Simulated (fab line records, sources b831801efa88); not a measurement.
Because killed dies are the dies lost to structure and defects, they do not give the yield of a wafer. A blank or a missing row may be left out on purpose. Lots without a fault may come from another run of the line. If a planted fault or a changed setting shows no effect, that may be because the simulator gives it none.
Matching of chambers | flow gf180mcu | rieSi-02 running GF_STI_ETCH_14: 4 sister chambers
The step etches Si in HBr/Cl2/O2, target depth 360 nm, time 102.9 s. 20 wafers are shown with their chamber, then 10 later ones without.

WAFERS, EACH WITH ITS CHAMBER
wafer  | chamber | drypumpMotorCurrentA (A) | oesProductAu (a.u.) | throttleValvePct (%)
L992.1 | 0       | 5.9                      | 0.985               | 25.664
L992.3 | 3       | 5.7                      | 0.999               | 25.659
L992.4 | 1       | 5.3                      | 0.996               | 25.658
L994.1 | 0       | 5.9                      | 0.996               | 25.663
L994.4 | 1       | 5.3                      | 1.007               | 25.668
L994.6 | 1       | 5.3                      | 1.014               | 25.652
L995.1 | 3       | 5.7                      | 0.991               | 25.670
L995.5 | 1       | 5.4                      | 0.998               | 25.654
L995.6 | 2       | 4.9                      | 1.017               | 25.653
L996.1 | 2       | 4.9                      | 1.011               | 25.644
L996.4 | 3       | 5.7                      | 0.996               | 25.653
L996.5 | 1       | 5.3                      | 0.997               | 25.676
L104.3 | 1       | 5.3                      | 1.008               | 25.662
L104.5 | 0       | 5.9                      | 0.995               | 25.661
L104.6 | 1       | 5.3                      | 1.012               | 25.647
L106.1 | 3       | 5.8                      | 1.007               | 25.657
L106.2 | 1       | 5.3                      | 1.005               | 25.680
L106.6 | 3       | 5.7                      | 0.999               | 25.648
L107.1 | 1       | 5.3                      | 1.020               | 25.644
L107.4 | 3       | 5.7                      | 0.998               | 25.659

SIGNATURES (averages over the wafers above)
reading              | chamber 0 | chamber 1 | chamber 2 | chamber 3 | scatter within a chamber
drypumpMotorCurrentA | 5.900     | 5.311     | 4.900     | 5.717     | 0.0328
oesProductAu         | 0.99200   | 1.00633   | 1.01400   | 0.99833   | 0.00695
throttleValvePct     | 25.66267  | 25.66011  | 25.64850  | 25.65767  | 0.0099
Rule: for a wafer and a chamber, the distance is found by dividing, reading by reading, the gap between the wafer's reading and the chamber's mean by the reading's scatter, squaring, summing and taking the root. The wafer belongs to the nearest chamber; if the next one is less than 2 further off, it can't be placed. The scatter: take each reading less its chamber's mean, square it, sum over the shown wafers, divide by the number of wafers less the number of chambers, and take the root.

WAFERS WITH NO CHAMBER GIVEN
wafer  | drypumpMotorCurrentA (A) | oesProductAu (a.u.) | throttleValvePct (%)
L107.6 | 5.7                      | 1.014               | 25.646
L109.1 | 5.7                      | 1.009               | 25.659
L109.2 | 5.9                      | 0.990               | 25.666
L109.3 | 5.3                      | 1.014               | 25.660
L110.1 | 5.3                      | 1.011               | 25.653
L110.5 | 4.9                      | 1.004               | 25.661
L110.6 | 5.7                      | 1.001               | 25.656
L115.1 | 5.9                      | 0.996               | 25.658
L115.2 | 4.9                      | 1.012               | 25.653
L115.5 | 4.9                      | 1.008               | 25.649

THE CHAMBER EACH PASSED THROUGH
wafer  | from the rows above | in truth
L107.6 | 3                   | 3
L109.1 | 3                   | 3
L109.2 | 0                   | 0
L109.3 | 1                   | 1
L110.1 | 1                   | 1
L110.5 | 2                   | 2
L110.6 | 3                   | 3
L115.1 | 0                   | 0
L115.2 | 2                   | 2
L115.5 | 2                   | 2
Placed correctly: 10 of 10. Left unplaced by these rows: 0. Number placed wrongly: 0.
